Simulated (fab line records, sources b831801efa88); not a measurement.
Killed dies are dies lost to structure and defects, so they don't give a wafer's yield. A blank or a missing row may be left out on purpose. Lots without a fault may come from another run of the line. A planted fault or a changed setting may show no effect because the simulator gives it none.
A struck lot beside a sound one | flow sky130 | 13 steps out of a route of 708
Sound: wafers L404.1, L404.2, L404.5. Struck: wafers L420.3, L420.4, L420.6. The cause comes at the end.
At each step with rows: each side's tool, then ch and its chambers, then its first start. Under that, the readings that differ: sound wafers | struck wafers | difference of the means | sigmas: that difference in standard deviations of wafers without a fault.
alike: readings whose means differ by less than 2 such deviations, and words and numbers that are the same on both sides. not compared: withheld readings, readings that some wafer has no value for, bounds like >300 that may hide the same value, and numbers for which the record gives no deviation and whose values overlap.
The two part at a step that has a row with sigmas, a row that says differs or no value, or rows on one side only. Numbers that don't overlap but have no deviation are shown without sigmas and don't part them. A reading that every wafer of one side lacks parts them only if that side has two wafers or more.

SKY_VIA3_CD_MEAS_12: target cd 200 nm.
  sound on cd_sem-02, day 39 21:26; struck on cd_sem-02, day 44 03:35
  alike: cd_nm
SKY_VIA3_OVL_MEAS_13:
  sound on overlay-01, day 39 21:33; struck on overlay-02, day 44 03:41
  alike: VIA3_OVL
SKY_VIA3_ETCH_14: etches BARC in N2/H2, stops on SiO2, time 45.9 s, target depth 60 nm.
  sound on rie_diel-04 ch 0,1,2, day 39 21:35; struck on rie_diel-02 ch 0,1,2, day 44 03:42
  alike: drypump_motor_current_A, oes_product_au, throttle_valve_pct
  not compared: rf_hours_counter_h
SKY_VIA3_ETCH_15: etches SiO2 in C4F8/O2/Ar, stops on TiN, target depth 507 nm, time 78 s.
  sound on rie_diel-04 ch 0,1,2, day 39 21:38; struck on rie_diel-02 ch 0,1,2, day 44 03:45
  alike: oes_product_au
SKY_VIA3_STRIP_16: strips in O2/N2.
  sound on plasma_asher-04 ch 0,1, day 39 21:41; struck on plasma_asher-01 ch 0,1, day 44 03:50
  alike: drypump_motor_current_A, oes_product_au, strip_time_to_endpoint_s
  not compared: rf_hours_counter_h
then, 3 steps without rows for these wafers: SKY_VIA3_STRIP_17 (strips in post etch residue remover, time 1200 s); SKY_VIA3_CLEAN_18 (cleans in IPA, time 180 s); SKY_VIA3_CLEAN_19 (cleans in O3/DIW).
SKY_VIA3_SPUTTER_20: material TiN, target thk 20 nm, time 80 s.
  sound on pvd_sputter-04, day 39 22:17; struck on pvd_sputter-04, day 44 04:31
  alike: throttle_valve_pct
SKY_VIA3_CVD_21: deposits W, target thk 390 nm, time 117.31 s.
  sound on cvd_w-01 ch 0,1, day 39 22:20; struck on cvd_w-02 ch 0,1, day 44 04:37
  alike: chamber_pressure_Torr, heater_power_w
SKY_VIA3_RS_MEAS_22: measures by four-point-probe.
  sound on film_metro-04, day 39 22:28; struck on film_metro-01, day 44 04:44
  alike: VIA3_W_RS
SKY_VIA3_THK_MEAS_23: measures by xrf.
  sound on film_metro-04, day 39 22:35; struck on film_metro-01, day 44 04:50
  alike: VIA3_W_THK
SKY_VIA3_CMP_24: polishes, stops on SiO2, t overpolish 20 s, target thk 0 nm.
  sound on cmp-01 ch 1,2,3, day 39 22:44; struck on cmp-02 ch 0,2,3, day 44 05:07
  no value came back on the struck wafers for any of 5 readings (edge_zone_pressure_frac, head_pressure_psi (psi) and others); on the sound wafers edge_zone_pressure_frac reads 0.999 1.004 0.996
  reading                                  | sound             | struck            | difference | sigmas
  model.W_of_VIA3_CVD_21.thk_nm (nm)       | 0 0 0             | 385.2 392.8 396.2 | +391.4     |
  model.SiO2_of_VIA3_HDPCVD_00.thk_nm (nm) | 461.6 461.3 460.9 | 466.4 466.1 465.9 | +4.9       |

WHERE THEY PART
Only at SKY_VIA3_CMP_24, within this record.

WHY: what the simulator had put in
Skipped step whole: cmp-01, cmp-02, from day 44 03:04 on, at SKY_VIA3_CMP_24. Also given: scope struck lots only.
